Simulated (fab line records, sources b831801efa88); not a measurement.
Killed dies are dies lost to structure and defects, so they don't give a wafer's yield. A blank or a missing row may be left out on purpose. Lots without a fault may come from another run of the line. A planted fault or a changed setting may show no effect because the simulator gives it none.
Which tool did it? | flow gf180mcu | 14 lots, 42 wafers sampled, at 6 steps of a route of 602

WHAT THE GAUGES READ, wafer by wafer
GF_M2_CD_MEAS_14: target cd 280 nm. Usual: cd_nm 279.8 nm, standard deviation 1.2.
lot  | measured     | on        | cd_nm (nm)        | flag
L240 | day 18 07:13 | cd_sem-01 | 279.9 279.8 279.8 |
L241 | day 18 12:31 | cd_sem-02 | 278.7 279.2 280.0 |
L242 | day 19 10:58 | cd_sem-02 | 280.6 280.9 280.5 |
L244 | day 19 18:56 | cd_sem-02 | 279.2 279.1 279.2 |
L245 | day 20 05:28 | cd_sem-01 | 280.7 279.9 281.2 |
L246 | day 22 23:20 | cd_sem-01 | 278.0 277.6 278.5 |
L247 | day 23 02:59 | cd_sem-02 | 278.2 279.8 279.5 |
L250 | day 23 06:07 | cd_sem-01 | 281.1 282.7 281.9 |
L249 | day 23 08:47 | cd_sem-01 | 278.2 278.2 278.9 |
L251 | day 23 11:03 | cd_sem-01 | 278.2 279.0 278.9 |
L253 | day 24 00:59 | cd_sem-02 | 280.8 280.6 281.4 |
L258 | day 26 01:50 | cd_sem-02 | 278.5 279.6 279.6 |
L260 | day 26 15:39 | cd_sem-01 | 281.6 281.2 281.9 |
L263 | day 27 11:08 | cd_sem-01 | 279.7 280.1 280.4 |

GF_V2_THK_MEAS_03. Usual: V2_CVD_02_THK 847 nm, standard deviation 10.
lot  | measured     | on            | V2_CVD_02_THK (nm)      | flag
L240 | day 18 08:34 | film_metro-02 | 844 853 846             |
L241 | day 18 13:34 | film_metro-02 | 842 848 847             |
L242 | day 19 12:01 | film_metro-02 | 835 842 847             |
L244 | day 19 20:03 | film_metro-03 | 832 841 847             |
L245 | day 20 06:27 | film_metro-04 | 835 846 853             |
L246 | day 23 00:32 | film_metro-04 | 831 841 847             |
L247 | day 23 04:06 | film_metro-04 | 831 835 856             |
L250 | day 23 07:27 | film_metro-03 | 838 832 851             |
L249 | day 23 09:47 | film_metro-02 | 846 846 853             |
L251 | day 23 12:23 | film_metro-02 | 841 854 851             |
L253 | day 24 02:00 | film_metro-03 | 830 837 844             |
L258 | day 26 02:50 | film_metro-02 | 837 600 868 838 600 868 | OFF
L260 | day 26 16:46 | film_metro-03 | 843 599 857 842 599 857 | OFF
L263 | day 27 12:11 | film_metro-02 | 865 872 856             |

GF_V2_OVL_MEAS_15. Usual: V2_OVL 0 nm, standard deviation 4.7.
lot  | measured     | on         | V2_OVL (nm) | flag
L240 | day 19 10:04 | overlay-01 | 1 -3 2      |
L241 | day 19 14:58 | overlay-01 | -4 4 -2     |
L242 | day 20 13:04 | overlay-01 | -1 3 5      |
L244 | day 20 21:13 | overlay-01 | -6 -3 -1    |
L245 | day 21 07:01 | overlay-01 | 6 -3 5      |
L246 | day 23 23:28 | overlay-01 | -6 6 -2     |
L247 | day 24 03:04 | overlay-01 | -3 -1 0     |
L250 | day 24 06:16 | overlay-01 | 7 5 8       |
L249 | day 24 08:06 | overlay-01 | -1 4 3      |
L251 | day 24 10:51 | overlay-01 | 0 -4 -4     |
L253 | day 25 00:04 | overlay-02 | 5 8 13      |
L258 | day 26 23:15 | overlay-01 | 5 4 8       |
L260 | day 27 13:15 | overlay-02 | -2 2 -4     |
L263 | day 28 08:28 | overlay-02 | 2 4 8       |

WHICH TOOL RAN EACH LOT (tool, then ch and the chambers of the sampled wafers, then the start)
lot  | GF_V1_ETCH_17                                 | GF_V2_CVD_02                    | GF_V2_CMP_04
L240 | rie_diel-02 ch 0,1,3, day 18 07:13 or earlier | pecvd-02 ch 0,1,2, day 18 08:30 | cmp-01 ch 1,2,3, day 18 08:38
L241 | rie_diel-04 ch 0,1,3, day 18 12:31 or earlier | pecvd-02 ch 0,1,2, day 18 13:29 | cmp-02 ch 1,2,3, day 18 13:37
L242 | rie_diel-04 ch 1,3, day 19 10:58 or earlier   | pecvd-02 ch 0, day 19 11:55     | cmp-01 ch 0,1,3, day 19 12:04
L244 | rie_diel-01 ch 0,2,3, day 19 18:56 or earlier | pecvd-04 ch 2, day 19 19:56     | cmp-01 ch 1,2,3, day 19 20:09
L245 | rie_diel-04 ch 0,1, day 20 05:28 or earlier   | pecvd-03 ch 0,2, day 20 06:22   | cmp-01 ch 0,3, day 20 06:33
L246 | rie_diel-02 ch 0,2, day 22 23:20 or earlier   | pecvd-04 ch 0,1,2, day 23 00:28 | cmp-02 ch 0,1,3, day 23 00:35
L247 | rie_diel-01 ch 1,3, day 23 02:59 or earlier   | pecvd-04 ch 0,1, day 23 04:02   | cmp-01 ch 1,2, day 23 04:10
L250 | rie_diel-01 ch 0,1,2, day 23 06:07 or earlier | pecvd-04 ch 1,2, day 23 07:22   | cmp-02 ch 0,1,3, day 23 07:30
L249 | rie_diel-01 ch 0,2,3, day 23 08:47 or earlier | pecvd-03 ch 0,1,2, day 23 09:43 | cmp-02 ch 0,3, day 23 09:51
L251 | rie_diel-04 ch 1,2,3, day 23 11:03 or earlier | pecvd-03 ch 0,1, day 23 12:19   | cmp-01 ch 0,2, day 23 12:27
L253 | rie_diel-04 ch 0,1,3, day 24 00:59 or earlier | pecvd-04 ch 0,2, day 24 01:56   | cmp-02 ch 0,2,3, day 24 02:10
L258 | rie_diel-02 ch 0,1, day 26 01:50 or earlier   | pecvd-04 ch 0,1,2, day 26 02:46 | cmp-02 ch 2,3, day 26 03:51
L260 | rie_diel-01 ch 1,2,3, day 26 15:39 or earlier | pecvd-04 ch 0,1, day 26 16:41   | cmp-02 ch 0,1,3, day 26 18:53
L263 | rie_diel-01 ch 0,3, day 27 11:08 or earlier   | pecvd-03 ch 0,1, day 27 12:05   | cmp-01 ch 0,2, day 27 12:17
- GF_V1_ETCH_17: etches SiO2 in C4F8/O2/Ar, stops on TiN, target depth 630 nm.
- GF_V2_CVD_02: deposits SiO2 from TEOS, target thk 850 nm, time 94.851 s.
- GF_V2_CMP_04: polishes SiO2.

WHAT THE TOOLS THEMSELVES READ (means of the sampled wafers that have a number; where no wafer has one, the mark that the record gives instead)
GF_V1_ETCH_17. Usual: oes_product_au 0.855 a.u., standard deviation 0.0047.
lot  | tool        | oes_product_au (a.u.) | flag
L240 | rie_diel-02 | 0.858                 |
L241 | rie_diel-04 | 0.853                 |
L242 | rie_diel-04 | 0.855                 |
L244 | rie_diel-01 | 0.858                 |
L245 | rie_diel-04 | 0.861                 |
L246 | rie_diel-02 | 0.855                 |
L247 | rie_diel-01 | 0.851                 |
L250 | rie_diel-01 | 0.852                 |
L249 | rie_diel-01 | 0.854                 |
L251 | rie_diel-04 | 0.853                 |
L253 | rie_diel-04 | 0.855                 |
L258 | rie_diel-02 | 0.856                 |
L260 | rie_diel-01 | 0.855                 |
L263 | rie_diel-01 | 0.850                 |

GF_V2_CVD_02. Usual: heater_power_w 681 W, standard deviation 97.
lot  | tool     | heater_power_w (W) | flag
L240 | pecvd-02 | 669                |
L241 | pecvd-02 | 719                |
L242 | pecvd-02 | 771                |
L244 | pecvd-04 | 568                |
L245 | pecvd-03 | 692                |
L246 | pecvd-04 | 650                |
L247 | pecvd-04 | 714                |
L250 | pecvd-04 | 609                |
L249 | pecvd-03 | 722                |
L251 | pecvd-03 | 680                |
L253 | pecvd-04 | 693                |
L258 | pecvd-04 | 644                |
L260 | pecvd-04 | 734                |
L263 | pecvd-03 | 678                |

GF_V2_CMP_04. Usual: motor_current_A 12.0 A, standard deviation 1.1; time_to_endpoint_s 77 s, standard deviation 5.2.
lot  | tool   | motor_current_A (A) | time_to_endpoint_s (s) | flag
L240 | cmp-01 | 11.2                | 72                     |
L241 | cmp-02 | 12.1                | 77                     |
L242 | cmp-01 | 12.3                | 71                     |
L244 | cmp-01 | 11.0                | 70                     |
L245 | cmp-01 | 11.9                | 76                     |
L246 | cmp-02 | 12.9                | 79                     |
L247 | cmp-01 | 11.5                | 71                     |
L250 | cmp-02 | 12.6                | 81                     |
L249 | cmp-02 | 13.4                | 82                     |
L251 | cmp-01 | 11.0                | 75                     |
L253 | cmp-02 | 12.4                | 76                     |
L258 | cmp-02 | 11.8                | 60                     | OFF
L260 | cmp-02 | 12.7                | 62                     |
L263 | cmp-01 | 11.0                | 85                     |

THE ANSWER, worked out from the rows above alone
Rule: a lot is off if the mean of its wafers that have a number lies more than 3 standard deviations from the usual mean. A lot without any number at a reading at which 4 lots or more have one is off too. The other lots that the step has rows for count as sound. The gauges are gone through in route order, then the tools' own readings, and for those a lot's mean is taken as printed above. The first step at which some lot is off is used, and at that step the reading that is off furthest; a lot without a number counts as furthest.
Off: L258, L260, at GF_V2_THK_MEAS_03 (V2_CVD_02_THK).
A tool fits if, at a process step before that reading, it ran every lot that is off, and no sound lot after the first of them. The gauges at GF_V2_THK_MEAS_03 are tried like those tools. GF_V1_ETCH_17 gives no start for some lots, so the hours and the order of its lots are those of GF_M2_CD_MEAS_14. One fits: pecvd-04 at GF_V2_CVD_02. Its last sound lot is L253 (day 24 01:56), its first lot that is off L258 (day 26 02:46): a fault that began between those two fits.

WHAT THE SIMULATOR HAD PUT IN
Process parameter drift: pecvd-04, from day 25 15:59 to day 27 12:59, at GF_V2_CVD_02. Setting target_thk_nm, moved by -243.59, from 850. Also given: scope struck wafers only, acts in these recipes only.
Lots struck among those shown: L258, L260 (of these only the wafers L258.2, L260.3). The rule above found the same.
